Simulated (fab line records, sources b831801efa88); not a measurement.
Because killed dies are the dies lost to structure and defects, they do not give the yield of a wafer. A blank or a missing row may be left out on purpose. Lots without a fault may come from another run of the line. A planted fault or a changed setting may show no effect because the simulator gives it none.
Check for tools in common + flow gf180mcu + Sampled: 13 lots, 39 wafers

WHY IT WAS OPENED
3 of 13 lots carry a flag on the reading MVSD_TW at GF_MVSD_TW_MEAS_11. Wafers without a fault read 1575, standard deviation 24.
Rule: a lot is flagged in two cases, either no wafer of it has a number, or all its wafers with numbers fall more than 4 standard deviations from that mean. The rest of the lots are taken to be sound.

| lot  | measured    | on            | MVSD_TW, wafer by wafer | flag    |
|------|-------------|---------------|-------------------------|---------|
| L452 | day 4 10:04 | film-metro-02 | 1593 1597 1587          |         |
| L453 | day 4 20:07 | film-metro-02 | 1603 1588 1590          |         |
| L454 | day 4 22:38 | film-metro-03 | 1539 1550 1546          |         |
| L455 | day 5 02:50 | film-metro-03 | 1552 1548 1551          |         |
| L456 | day 5 07:49 | film-metro-03 | 1542 1542 1544          |         |
| L458 | day 5 20:56 | film-metro-02 | 1599 1589 1600          |         |
| L459 | day 6 01:29 | film-metro-04 | 1577 1587 1586          |         |
| L462 | day 6 21:46 | film-metro-02 | 1787 1779 1781          | FLAGGED |
| L463 | day 7 03:20 | film-metro-04 | 1585 1594 1590          |         |
| L464 | day 7 06:58 | film-metro-03 | 1724 1717 1719          | FLAGGED |
| L465 | day 7 20:10 | film-metro-03 | 1707 1728 1719          | FLAGGED |
| L471 | day 9 02:23 | film-metro-04 | 1592 1594 1604          |         |
| L473 | day 9 15:04 | film-metro-03 | 1537 1544 1540          |         |
The numbers of the flagged lots are 1740 on average: +165 against the usual, or +7 standard deviations.

LOT BY LOT: THE TOOL USED
Before the reading, the record contains 2 process steps out of a 602-step route. Cell contents, in order: the tool; ch with the chambers the sampled wafers went through; the start.
| lot  | flag    | GF_STI_ETCH_13                    | GF_MVSD_IMPLANT_08             |
|------|---------|-----------------------------------|--------------------------------|
| L452 |         | rie-diel-03 ch 0,3, day 2 01:46   | implanter-02 ch 0, day 4 09:43 |
| L453 |         | rie-diel-04 ch 0,3, day 2 08:24   | implanter-04 ch 0, day 4 19:44 |
| L454 |         | rie-diel-04 ch 0,2,3, day 2 13:17 | implanter-01 ch 0, day 4 22:14 |
| L455 |         | rie-diel-03 ch 0,1,3, day 2 16:54 | implanter-01 ch 0, day 5 02:26 |
| L456 |         | rie-diel-02 ch 1,2, day 2 21:47   | implanter-02 ch 0, day 5 07:25 |
| L458 |         | rie-diel-03 ch 0,1,3, day 3 08:25 | implanter-02 ch 0, day 5 20:32 |
| L459 |         | rie-diel-03 ch 1,3, day 3 12:30   | implanter-04 ch 0, day 6 01:05 |
| L462 | FLAGGED | rie-diel-04 ch 1,3, day 4 06:47   | implanter-01 ch 0, day 6 21:23 |
| L463 |         | rie-diel-03 ch 0,1, day 4 10:34   | implanter-02 ch 0, day 7 02:56 |
| L464 | FLAGGED | rie-diel-02 ch 0,2,3, day 4 16:11 | implanter-01 ch 0, day 7 06:34 |
| L465 | FLAGGED | rie-diel-02 ch 0,1,3, day 4 20:29 | implanter-01 ch 0, day 7 19:46 |
| L471 |         | rie-diel-03 ch 0,2, day 6 05:35   | implanter-04 ch 0, day 9 01:59 |
| L473 |         | rie-diel-04 ch 1,2,3, day 6 13:23 | implanter-02 ch 0, day 9 14:43 |
These steps, and what they do:
- GF_STI_ETCH_13: etches the open film in CHF3/O2, stops on Si, target depth 282.31 nm, time 112.9 s.
- GF_MVSD_IMPLANT_08
- GF_MVSD_TW_MEAS_11

FLAGGED AGAINST TOTAL, ONE TOOL AT A TIME (gauges that did the reading follow at the end)
| step               | tool          | lots run | flagged | share of the flagged lots | sound lots run after its first flagged lot |
|--------------------|---------------|----------|---------|---------------------------|--------------------------------------------|
| GF_STI_ETCH_13     | rie-diel-02   | 3        | 2       | some                      | 0                                          |
| GF_STI_ETCH_13     | rie-diel-03   | 6        | 0       | none                      | -                                          |
| GF_STI_ETCH_13     | rie-diel-04   | 4        | 1       | some                      | 1 (L473)                                   |
| GF_MVSD_IMPLANT_08 | implanter-01  | 5        | 3       | all                       | 0                                          |
| GF_MVSD_IMPLANT_08 | implanter-02  | 5        | 0       | none                      | -                                          |
| GF_MVSD_IMPLANT_08 | implanter-04  | 3        | 0       | none                      | -                                          |
| GF_MVSD_TW_MEAS_11 | film-metro-02 | 4        | 1       | some                      | 0                                          |
| GF_MVSD_TW_MEAS_11 | film-metro-03 | 6        | 2       | some                      | 1 (L473)                                   |
| GF_MVSD_TW_MEAS_11 | film-metro-04 | 3        | 0       | none                      | -                                          |

WHAT IS ALLOWED BY THE TABLE
In the table, 1 row covers all flagged lots: implanter-01 at GF_MVSD_IMPLANT_08.
- implanter-01 at GF_MVSD_IMPLANT_08: 3 of its 5 lots flagged. A fault beginning between L455 (day 5 02:26), its last sound lot, and L462 (day 6 21:23), its first flagged one, fits the data. Its own readings lie more than 4 standard deviations out on every wafer of the flagged lots: tilt-deg.
Left over: one tool, implanter-01 at GF_MVSD_IMPLANT_08.

WHAT HAD BEEN PUT IN BY THE SIMULATOR
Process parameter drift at GF_MVSD_IMPLANT_08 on implanter-01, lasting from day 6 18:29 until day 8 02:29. Setting tilt-deg, moved by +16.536, from 0. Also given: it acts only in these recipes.
Lots struck among those shown: L462, L464, L465. Same finding as the rule above.
